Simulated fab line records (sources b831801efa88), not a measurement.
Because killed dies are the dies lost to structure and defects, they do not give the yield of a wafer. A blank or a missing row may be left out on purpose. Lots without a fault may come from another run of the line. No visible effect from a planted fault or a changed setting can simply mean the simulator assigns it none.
Chamber matching -- flow sky130 -- SKY_PASSIVATION_CVD_02 on pecvd-02: 3 sister chambers
The step deposits Si3N4, target thk 540 nm. 6 wafers are shown with their chamber, then 10 later ones without.

## WAFERS, EACH WITH ITS CHAMBER
wafer,chamber,heaterPowerW (W)
L085.4,0,707
L087.1,2,694
L087.3,1,686
L087.5,2,725
L088.2,0,663
L088.4,1,650

## WAFERS WITHOUT THEIR CHAMBER
wafer,heaterPowerW (W)
L088.5,678
L092.1,698
L092.4,571
L092.5,736
L094.2,719
L094.3,707
L094.6,667
L096.2,690
L096.3,697
L096.5,711

## THE CHAMBER EACH PASSED THROUGH
wafer,from the rows above,in truth
L088.5,can't be placed: 0 or 1 or 2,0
L092.1,can't be placed: 2 or 0 or 1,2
L092.4,can't be placed: 1 or 0 or 2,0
L092.5,can't be placed: 2 or 0 or 1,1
L094.2,can't be placed: 2 or 0 or 1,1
L094.3,can't be placed: 2 or 0 or 1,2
L094.6,can't be placed: 1 or 0 or 2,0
L096.2,can't be placed: 0 or 2 or 1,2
L096.3,can't be placed: 0 or 2 or 1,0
L096.5,can't be placed: 2 or 0 or 1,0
Correctly placed: 0 of 10. These rows do not allow placing 10 (true chamber among the candidates in 10). 0 placed wrongly.
How it was worked out, from the rows above alone: a wafer's distance from a chamber is the root of the sum, over the readings, of the square of ((its reading less the chamber's mean) divided by the reading's scatter). The wafer belongs to the nearest chamber; if the next one is less than 2 further off, it can't be placed. For every chamber, the mean is computed from those of its wafers that are shown. The scatter: take each reading less its chamber's mean, square it, sum over the shown wafers, divide by the number of wafers less the number of chambers, and take the root.
